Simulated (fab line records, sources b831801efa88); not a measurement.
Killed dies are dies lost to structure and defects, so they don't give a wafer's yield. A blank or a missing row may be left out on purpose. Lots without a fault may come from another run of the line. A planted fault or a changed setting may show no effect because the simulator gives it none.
Which tool did it? | flow sky130 | 11 lots, 33 wafers sampled, at 5 steps of a route of 708

WHAT THE GAUGES READ, wafer by wafer
SKY_CONTACT_THK_MEAS_01. Usual: CONTACT_CVD_00_THK 74.9 nm, standard deviation 0.93.
lot  | measured     | on            | CONTACT_CVD_00_THK (nm) | flag
L586 | day 31 00:28 | film_metro-01 | 74.4 74.9 75.3          |
L587 | day 31 07:59 | film_metro-02 | 74.6 75.2 75.5          |
L588 | day 31 20:55 | film_metro-03 | 74.1 76.0 75.9          |
L590 | day 32 07:45 | film_metro-01 | 74.7 73.2 74.9          |
L597 | day 34 16:50 | film_metro-01 | 74.2 74.4 75.3          |
L598 | day 34 19:14 | film_metro-02 | 73.8 75.8 76.7          |
L599 | day 35 06:53 | film_metro-01 | 74.0 74.1 74.2          |
L600 | day 35 13:45 | film_metro-02 | 76.0 76.0 76.5          |
L602 | day 36 15:25 | film_metro-02 | 73.6 76.0 75.6          |
L605 | day 36 20:59 | film_metro-02 | 74.4 76.8 75.7          |
L607 | day 37 08:27 | film_metro-02 | 73.4 75.8 76.0          |

SKY_VIA1_THK_MEAS_01. Usual: VIA1_HDPCVD_THK 1031 nm, standard deviation 9.1.
lot  | measured     | on            | VIA1_HDPCVD_THK (nm) | flag
L586 | day 33 09:10 | film_metro-02 | 1047 1030 1042       |
L587 | day 33 17:03 | film_metro-02 | 1043 1033 1045       |
L588 | day 34 09:53 | film_metro-04 | 1037 1035 1037       |
L590 | day 34 18:15 | film_metro-04 | 1051 1034 1040       |
L597 | day 37 00:07 | film_metro-02 | 1033 1018 1028       |
L598 | day 37 02:13 | film_metro-04 | 1015 1016 1015       |
L599 | day 37 12:58 | film_metro-04 | 1037 1037 1032       |
L600 | day 37 21:26 | film_metro-02 | 1029 1021 1024       |
L602 | day 38 21:50 | film_metro-02 | 1036 1039 1026       |
L605 | day 39 04:11 | film_metro-04 | 1008 1015 1020       |
L607 | day 39 14:17 | film_metro-03 | 1029 1025 1018       |

WHICH TOOL RAN EACH LOT (tool, then ch and the chambers of the sampled wafers, then the start)
lot  | SKY_CONTACT_CVD_24            | SKY_METAL1_METAL_ETCH_19          | SKY_METAL1_STRIP_20
L586 | cvd_w-01 ch 0,1, day 32 05:04 | rie_metal-03 ch 0,1, day 33 08:23 | plasma_asher-01 ch 0,1, day 33 08:29
L587 | cvd_w-01 ch 0,1, day 32 13:41 | rie_metal-02 ch 0, day 33 16:15   | plasma_asher-01 ch 1, day 33 16:20
L588 | cvd_w-01 ch 0,1, day 33 06:00 | rie_metal-03 ch 0,1, day 34 09:03 | plasma_asher-03 ch 0,1, day 34 09:08
L590 | cvd_w-02 ch 0,1, day 33 14:49 | rie_metal-03 ch 0,1, day 34 17:24 | plasma_asher-03 ch 0,1, day 34 17:29
L597 | cvd_w-02 ch 0,1, day 35 20:35 | rie_metal-01 ch 0,1, day 36 23:18 | plasma_asher-03 ch 0,1, day 36 23:23
L598 | cvd_w-02 ch 0,1, day 35 22:43 | rie_metal-03 ch 0,1, day 37 01:26 | plasma_asher-03 ch 0,1, day 37 01:32
L599 | cvd_w-01 ch 0,1, day 36 10:28 | rie_metal-03 ch 0,1, day 37 12:11 | plasma_asher-01 ch 0,1, day 37 12:16
L600 | cvd_w-02 ch 0,1, day 36 17:05 | rie_metal-01 ch 0,1, day 37 20:35 | plasma_asher-01 ch 0,1, day 37 20:41
L602 | cvd_w-01 ch 0, day 37 18:17   | rie_metal-01 ch 1, day 38 20:58   | plasma_asher-03 ch 0,1, day 38 21:07
L605 | cvd_w-02 ch 0, day 38 00:46   | rie_metal-01 ch 1, day 39 03:06   | plasma_asher-01 ch 0,1, day 39 03:17
L607 | cvd_w-02 ch 0,1, day 38 11:54 | rie_metal-02 ch 0,1, day 39 13:27 | plasma_asher-01 ch 0,1, day 39 13:32
- SKY_CONTACT_CVD_24: deposits W, target thk 340 nm, time 102.12 s.
- SKY_METAL1_METAL_ETCH_19: etches the open film in Cl2/BCl3, stops on SiO2, target depth 360 nm, time 78 s.
- SKY_METAL1_STRIP_20: strips in O2/N2.

WHAT THE TOOLS THEMSELVES READ (means of the sampled wafers that have a number; where no wafer has one, the mark that the record gives instead)
SKY_CONTACT_CVD_24. Usual: heater_power_w 880 W, standard deviation 64.
lot  | tool     | heater_power_w (W) | flag
L586 | cvd_w-01 | 843                |
L587 | cvd_w-01 | 891                |
L588 | cvd_w-01 | 888                |
L590 | cvd_w-02 | 853                |
L597 | cvd_w-02 | 855                |
L598 | cvd_w-02 | 869                |
L599 | cvd_w-01 | 856                |
L600 | cvd_w-02 | 898                |
L602 | cvd_w-01 | 811                |
L605 | cvd_w-02 | 954                |
L607 | cvd_w-02 | 872                |

SKY_METAL1_METAL_ETCH_19. Usual: bias_w 48.50 W, standard deviation 0.15; drypump_motor_current_A 5.8 A, standard deviation 0.61; oes_product_au 0.856 a.u., standard deviation 0.0056; rf_fwd_power_W 894.4 W, standard deviation 2.6; throttle_valve_pct 22.265 %, standard deviation 0.0096.
lot  | tool         | bias_w (W) | drypump_motor_current_A (A) | oes_product_au (a.u.) | rf_fwd_power_W (W) | throttle_valve_pct (%) | flag
L586 | rie_metal-03 | 48.73      | 5.1                         | 0.860                 | 893.2              | 22.269                 |
L587 | rie_metal-02 | 48.60      | 5.5                         | 0.853                 | 892.5              | 22.268                 |
L588 | rie_metal-03 | 48.73      | 5.1                         | 0.852                 | 893.4              | 22.272                 |
L590 | rie_metal-03 | 48.37      | 5.1                         | 0.863                 | 895.6              | 22.266                 |
L597 | rie_metal-01 | 48.45      | 6.3                         | 0.855                 | 897.0              | 22.273                 |
L598 | rie_metal-03 | 50.50      | 5.1                         | 0.848                 | 892.8              | 22.257                 | OFF
L599 | rie_metal-03 | 50.66      | 5.1                         | 0.853                 | 892.2              | 22.262                 | OFF
L600 | rie_metal-01 | 48.48      | 6.5                         | 0.857                 | 892.7              | 22.263                 |
L602 | rie_metal-01 | 48.31      | 6.6                         | 0.855                 | 891.8              | 22.252                 |
L605 | rie_metal-01 | 48.73      | 6.6                         | 0.860                 | 896.1              | 22.263                 |
L607 | rie_metal-02 | 48.52      | 6.0                         | 0.856                 | 896.8              | 22.263                 |

SKY_METAL1_STRIP_20. Usual: drypump_motor_current_A 6.0 A, standard deviation 0.45; oes_product_au 0.342 a.u., standard deviation 0.0053; strip_time_to_endpoint_s 2.68 s, standard deviation 0.039.
lot  | tool            | drypump_motor_current_A (A) | oes_product_au (a.u.) | strip_time_to_endpoint_s (s) | flag
L586 | plasma_asher-01 | 6.4                         | 0.335                 | 2.65                         |
L587 | plasma_asher-01 | 5.7                         | 0.336                 | 2.63                         |
L588 | plasma_asher-03 | 5.9                         | 0.340                 | 2.67                         |
L590 | plasma_asher-03 | 5.7                         | 0.343                 | 2.65                         |
L597 | plasma_asher-03 | 6.0                         | 0.342                 | 2.68                         |
L598 | plasma_asher-03 | 5.9                         | 0.338                 | 2.60                         |
L599 | plasma_asher-01 | 6.4                         | 0.337                 | 2.61                         |
L600 | plasma_asher-01 | 6.1                         | 0.346                 | 2.71                         |
L602 | plasma_asher-03 | 5.7                         | 0.344                 | 2.73                         |
L605 | plasma_asher-01 | 6.4                         | 0.340                 | 2.74                         |
L607 | plasma_asher-01 | 6.4                         | 0.345                 | 2.71                         |

THE ANSWER, worked out from the rows above alone
Rule: a lot is off if the mean of its wafers that have a number lies more than 3 standard deviations from the usual mean. A lot without any number at a reading at which 4 lots or more have one is off too. The other lots that the step has rows for count as sound. The gauges are gone through in route order, then the tools' own readings, and for those a lot's mean is taken as printed above. The first step at which some lot is off is used, and at that step the reading that is off furthest; a lot without a number counts as furthest.
Off: L598, L599, at SKY_METAL1_METAL_ETCH_19 (bias_w).
A tool fits if, at that step or a process step before it, it ran every lot that is off, and no sound lot after the first of them. One fits: rie_metal-03 at SKY_METAL1_METAL_ETCH_19. Its last sound lot is L590 (day 34 17:24), its first lot that is off L598 (day 37 01:26): a fault that began between those two fits.
The tool's own readings at SKY_METAL1_METAL_ETCH_19 bear it out: on the lots that are off they differ by more than 5 times the standard deviation of the sound lots' means. bias_w reads 50.58 W there against 48.55 W on the sound lots.

WHAT THE SIMULATOR HAD PUT IN
Process parameter drift: rie_metal-03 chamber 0, from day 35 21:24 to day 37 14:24, at SKY_METAL1_METAL_ETCH_19. Setting bias_w, moved by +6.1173, from 48.5. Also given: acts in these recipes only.
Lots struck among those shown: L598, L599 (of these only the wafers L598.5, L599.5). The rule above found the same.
